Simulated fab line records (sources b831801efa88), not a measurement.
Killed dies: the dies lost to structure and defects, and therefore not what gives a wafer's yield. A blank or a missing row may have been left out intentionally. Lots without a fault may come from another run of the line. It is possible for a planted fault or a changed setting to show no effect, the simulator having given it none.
Code-filled problem report in 8D (eight disciplines) form | flow sky130 | the parts of the form that need people (team, actions taken, sign-off) are left out

== 1. WHAT IS WRONG ==
Wafers without a fault read 22.97 C, standard deviation 0.092; developer_temp_C at SKY_VT_ADJUST_LVTN_DEVELOP_17 reads a mean of 25.34 C on 6 wafers belonging to 2 lots. That puts it +26 standard deviations away from the usual mean.
The step: develop time 62.06 s.
First observed at day 12 13:24: wafer L922.1, on litho_track-03. Wafers with a number at this step in the record: 39, from 13 lots. Rule for "out" (also "out of limits"): further than 4 standard deviations from the usual mean. The other wafers with a number count as sound.

== 2. WHAT IT IS; WHAT IT IS NOT ==
question                    | is                     | is not
which readings at this step | developer_temp_C       | resist_line_temp_C
which lots                  | L922, L923             | L906, L907, L909, L910, L911, L912, L913, L914, L921, L924, L926
which wafers of those lots  | all that have a number | -
read on which tools         | litho_track-03         | litho_track-02, litho_track-04
when                        | from day 12 13:24      | up to then (27 sound wafers); but 6 sound wafers of L924, L926 came after

== 3. WHAT RULES OUT EACH SUSPECT ==
Counting: a tool at a process step up to the reading stays a suspect if it ran every lot that is out and no sound lot after the first of them.
- litho_track-03 at SKY_VT_ADJUST_LVTN_DEVELOP_17 (develop time 62.06 s): kept. All lots that are out passed through it, beginning with L922 at day 12 13:24, and no sound lot followed; its final sound lot before that point was L913 at day 9 22:06. Its own readings are out on those wafers: developer_temp_C.
After counting, what remains is litho_track-03 at SKY_VT_ADJUST_LVTN_DEVELOP_17.

== 4. THE CAUSE (what the simulator had put in) ==
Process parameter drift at SKY_VT_ADJUST_LVTN_DEVELOP_17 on litho_track-03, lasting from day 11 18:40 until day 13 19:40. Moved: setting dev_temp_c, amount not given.
Counting left only this tool.

== 5. THE CHAIN OF EFFECTS, in route order ==
Each row: a reading whose mean over the struck wafers that have a number lies more than 3 standard deviations from the usual. Scope: only readings with a usual standard deviation given in the record; hours: median across lots of the time from each lot's start at the first step in this table that gives one to its start at this step; sigmas: change in usual standard deviations.
hours | step                          | reading          | usual   | on struck wafers | change | sigmas
0     | SKY_VT_ADJUST_LVTN_DEVELOP_17 | developer_temp_C | 22.97 C | 25.34            | +2.37  | +26
Process steps it contains:
- SKY_VT_ADJUST_LVTN_DEVELOP_17: develop time 62.06 s.
Later measuring or inspecting steps at which every struck wafer that the step has a row for has a number for every such reading, and none has moved that far: SKY_LI_CONTACT_BOW_MEAS_03, SKY_CONTACT_OVL_MEAS_15.

== 6. WHAT WOULD HAVE CAUGHT IT SOONER ==
In this record the first reading out of limits was taken at day 12 13:24, 19 hours after the fault began at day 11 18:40.
